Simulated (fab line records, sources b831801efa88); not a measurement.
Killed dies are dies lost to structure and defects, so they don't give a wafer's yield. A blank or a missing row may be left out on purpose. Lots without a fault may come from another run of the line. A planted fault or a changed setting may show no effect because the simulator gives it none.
Which tool did it? | flow sfq_line | 13 lots, 39 wafers sampled, at 4 steps of a route of 325

WHAT THE GAUGES READ, wafer by wafer
SFQ_M1_RS_MEAS_909: measures by four-point-probe.
lot  | measured     | on            | M1_NB_RS (ohm/sq)
L547 | day 9 22:14  | film_metro-03 | 0.892 0.878 0.880
L548 | day 10 05:25 | film_metro-03 | 0.890 0.880 0.878
L549 | day 10 10:18 | film_metro-01 | 0.897 0.897 0.898
L550 | day 10 19:50 | film_metro-04 | 0.878 0.878 0.875
L551 | day 11 00:41 | film_metro-03 | 0.892 0.893 0.890
L552 | day 11 05:26 | film_metro-03 | 0.885 0.891 0.897
L553 | day 11 10:16 | film_metro-04 | 0.899 0.897 0.891
L554 | day 11 19:22 | film_metro-04 | 0.912 0.907 0.913
L559 | day 13 11:35 | film_metro-04 | 0.883 0.894 0.900
L562 | day 14 14:01 | film_metro-03 | 0.881 0.874 0.880
L565 | day 15 11:20 | film_metro-01 | 0.895 0.881 0.883
L568 | day 16 00:41 | film_metro-03 | 0.889 0.886 0.883
L570 | day 16 13:41 | film_metro-04 | 0.922 0.924 0.916

WHICH TOOL RAN EACH LOT (tool, then ch and the chambers of the sampled wafers, then the start)
lot  | SFQ_TRILAYER_I0_CMP_CMP_028   | SFQ_TRILAYER_I0_METRO_MEASURE_029 | SFQ_TRILAYER_I0_VIA_ETCH_VIA_ETCH_034
L547 | cmp-02 ch 2,3, day 7 10:53    | film_metro-02, day 7 13:43        | rie_diel-01 ch 0,1,2, day 9 21:13
L548 | cmp-02 ch 0,1,2, day 7 17:55  | film_metro-01, day 7 21:02        | rie_diel-04 ch 1,2,3, day 10 04:25
L549 | cmp-01 ch 0,3, day 7 23:24    | film_metro-02, day 8 02:31        | rie_diel-04 ch 0,1,2, day 10 09:16
L550 | cmp-02 ch 1,2,3, day 8 07:07  | film_metro-03, day 8 09:56        | rie_diel-01 ch 1,2,3, day 10 18:49
L551 | cmp-01 ch 0,3, day 8 11:53    | film_metro-03, day 8 15:37        | rie_diel-03 ch 0,1,3, day 10 23:37
L552 | cmp-01 ch 1,2, day 8 15:13    | film_metro-01, day 8 18:32        | rie_diel-03 ch 0,2, day 11 04:25
L553 | cmp-01 ch 0,1, day 8 21:13    | film_metro-03, day 9 00:44        | rie_diel-01 ch 0,1,2, day 11 09:13
L554 | cmp-02 ch 0,2, day 9 07:33    | film_metro-02, day 9 10:10        | rie_diel-03 ch 0,2, day 11 18:22
L559 | cmp-02 ch 0,1,3, day 11 05:31 | film_metro-01, day 11 08:20       | rie_diel-03 ch 0,1,3, day 13 09:58
L562 | cmp-01 ch 0,1, day 11 22:17   | film_metro-01, day 12 01:49       | rie_diel-01 ch 0,1, day 14 12:58
L565 | cmp-01 ch 2,3, day 12 16:17   | film_metro-03, day 12 19:49       | rie_diel-01 ch 0,3, day 15 10:17
L568 | cmp-01 ch 0,1,3, day 13 05:44 | film_metro-01, day 13 08:04       | rie_diel-03 ch 1,2, day 15 23:29
L570 | cmp-01 ch 0,2, day 13 16:44   | film_metro-03, day 13 19:52       | rie_diel-04 ch 0,2, day 16 12:41
- SFQ_TRILAYER_I0_CMP_CMP_028: polishes SiO2.
- SFQ_TRILAYER_I0_METRO_MEASURE_029
- SFQ_TRILAYER_I0_VIA_ETCH_VIA_ETCH_034: etches SiO2 in CHF3, stops on Nb, target depth 260 nm.

WHAT THE TOOLS THEMSELVES READ (means of the sampled wafers that have a number; where no wafer has one, the mark that the record gives instead)
SFQ_TRILAYER_I0_CMP_CMP_028.
lot  | tool   | motor_current_A (A) | slurry_flow_ml_min | time_to_endpoint_s (s)
L547 | cmp-02 | 10.7                | 150.4              | 209
L548 | cmp-02 | 11.0                | 150.1              | 217
L549 | cmp-01 | 11.6                | 149.9              | 227
L550 | cmp-02 | 10.6                | 150.4              | 213
L551 | cmp-01 | 10.5                | 150.2              | 233
L552 | cmp-01 | 8.8                 | 150.0              | 217
L553 | cmp-01 | 10.6                | 149.4              | 228
L554 | cmp-02 | 10.9                | 149.8              | 219
L559 | cmp-02 | 10.5                | 149.4              | 222
L562 | cmp-01 | 10.2                | 150.5              | 218
L565 | cmp-01 | 9.7                 | 149.9              | 216
L568 | cmp-01 | 10.6                | 150.1              | 218
L570 | cmp-01 | 10.8                | 149.9              | 219

SFQ_TRILAYER_I0_METRO_MEASURE_029.
lot  | tool          | thk_nm (nm)
L547 | film_metro-02 | 199.0
L548 | film_metro-01 | 199.6
L549 | film_metro-02 | 201.0
L550 | film_metro-03 | 199.9
L551 | film_metro-03 | 202.2
L552 | film_metro-01 | 200.4
L553 | film_metro-03 | 200.7
L554 | film_metro-02 | 199.6
L559 | film_metro-01 | 182.5
L562 | film_metro-01 | 200.2
L565 | film_metro-03 | 199.5
L568 | film_metro-01 | 200.9
L570 | film_metro-03 | 199.2

SFQ_TRILAYER_I0_VIA_ETCH_VIA_ETCH_034.
lot  | tool        | drypump_motor_current_A (A) | oes_product_au (a.u.)
L547 | rie_diel-01 | 5.65                        | 0.852
L548 | rie_diel-04 | 5.63                        | 0.853
L549 | rie_diel-04 | 5.59                        | 0.852
L550 | rie_diel-01 | 5.58                        | 0.858
L551 | rie_diel-03 | 5.61                        | 0.856
L552 | rie_diel-03 | 5.66                        | 0.854
L553 | rie_diel-01 | 5.64                        | 0.855
L554 | rie_diel-03 | 5.54                        | 0.856
L559 | rie_diel-03 | 5.64                        | 0.817
L562 | rie_diel-01 | 5.38                        | 0.854
L565 | rie_diel-01 | 5.96                        | 0.852
L568 | rie_diel-03 | 5.71                        | 0.856
L570 | rie_diel-04 | 5.71                        | 0.847

THE ANSWER, worked out from the rows above alone
Rule: what is usual is taken from the lots themselves. Put in order of their means at a reading, lots are off if they are a third of the lots or fewer, leave a main group of 4 or more, and stand apart from it by a gap of 3 or more times the standard deviation of the main group's means; of several such gaps the widest counts. A main group whose means are all the same, to the digits that the tables above print for the reading, isn't used. A lot without any number at a reading at which 4 lots or more have one is off too. The other lots that the step has rows for count as sound. The gauges are gone through in route order, then the tools' own readings, and for those a lot's mean is taken as printed above. The first step at which some lot is off is used, and at that step the reading that is off furthest; a lot without a number counts as furthest.
Off: L559, at SFQ_TRILAYER_I0_METRO_MEASURE_029 (thk_nm). The main group: mean 200.2 nm, standard deviation 0.87.
A tool fits if, at that step or a process step before it, it ran every lot that is off, and no sound lot after the first of them. One fits: cmp-02 at SFQ_TRILAYER_I0_CMP_CMP_028. Its last sound lot is L554 (day 9 07:33), its first lot that is off L559 (day 11 05:31): a fault that began between those two fits.

WHAT THE SIMULATOR HAD PUT IN
Process parameter drift: cmp-02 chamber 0, from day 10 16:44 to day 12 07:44, at SFQ_TRILAYER_I0_CMP_CMP_028. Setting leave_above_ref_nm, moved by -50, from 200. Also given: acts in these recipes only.
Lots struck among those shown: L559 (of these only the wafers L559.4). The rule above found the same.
